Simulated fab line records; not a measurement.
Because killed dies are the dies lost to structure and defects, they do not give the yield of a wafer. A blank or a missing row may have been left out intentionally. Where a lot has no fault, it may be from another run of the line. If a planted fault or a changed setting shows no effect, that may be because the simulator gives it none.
Chamber matching | flow sky130 | 4 sister chambers for SKY_LI_CONTACT_CMP_24 on cmp-02
The step polishes, stops on PSG, t overpolish 20 s, target thk 0 nm. 16 wafers are shown with their chamber, then 8 later ones without.

== WAFERS WITH THEIR CHAMBER ==
wafer  | chamber | motor-current-A (A) | time-to-endpoint-s (s) | overpolish-run-s (s)
L182.1 | 2       | 12.3                | 93                     | 20.002
L182.3 | 1       | 11.1                | 100                    | 19.988
L182.6 | 2       | 12.2                | 92                     | 19.993
L183.1 | 1       | 10.3                | 99                     | 19.987
L183.3 | 2       | 12.3                | 95                     | 19.989
L183.4 | 3       | 9.9                 | 92                     | 20.006
L185.2 | 2       | 12.3                | 95                     | 20.000
L185.3 | 1       | 10.2                | 100                    | 19.993
L185.4 | 0       | 11.4                | 103                    | 20.012
L186.1 | 2       | 12.7                | 93                     | 20.002
L186.2 | 0       | 11.3                | 101                    | 20.006
L186.4 | 1       | 10.4                | 95                     | 20.005
L191.1 | 3       | 9.3                 | 90                     | 19.999
L191.3 | 1       | 10.1                | 93                     | 19.995
L191.5 | 2       | 11.9                | 89                     | 19.999
L193.1 | 2       | 12.3                | 97                     | 19.997

SIGNATURES (means of the wafers above)
reading            | chamber 0 | chamber 1 | chamber 2 | chamber 3 | scatter within a chamber
motor-current-A    | 11.350    | 10.420    | 12.286    | 9.600     | 0.308
time-to-endpoint-s | 102.00    | 97.40     | 93.43     | 91.00     | 2.66
overpolish-run-s   | 20.00900  | 19.99360  | 19.99743  | 20.00250  | 0.00571
Rule: distance of a wafer from a chamber = root of the sum over the readings of ((wafer's reading minus chamber's mean) / reading's scatter) squared. If the next closest chamber is less than 2 further off than the closest, the wafer can't be placed; otherwise it belongs to the closest. The scatter: the root of (the sum of the squares of (reading less its chamber's mean) over the shown wafers, divided by (wafers less chambers)).

== WAFERS MISSING THEIR CHAMBER ==
wafer  | motor-current-A (A) | time-to-endpoint-s (s) | overpolish-run-s (s)
L193.2 | 11.5                | 100                    | 19.995
L193.6 | 11.2                | 104                    | 20.009
L197.3 | 9.4                 | 89                     | 20.001
L197.4 | 10.7                | 96                     | 20.021
L197.5 | 10.9                | 97                     | 20.006
L198.3 | 10.4                | 100                    | 20.002
L198.4 | 11.8                | 98                     | 19.988
L198.5 | 10.8                | 102                    | 20.004

== WHICH CHAMBER EACH ONE RAN IN ==
wafer  | from the rows above          | in truth
L193.2 | can't be placed: 0 or 2 or 1 | 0
L193.6 | 0                            | 0
L197.3 | 3                            | 3
L197.4 | can't be placed: 0 or 1 or 3 | 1
L197.5 | can't be placed: 0 or 1      | 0
L198.3 | can't be placed: 1 or 0      | 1
L198.4 | can't be placed: 2 or 0 or 1 | 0
L198.5 | can't be placed: 0 or 1      | 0
Placed correctly: 2 of 8. From these rows, 6 cannot be placed; in 6 the true chamber is one of the candidates. Number placed wrongly: 0.
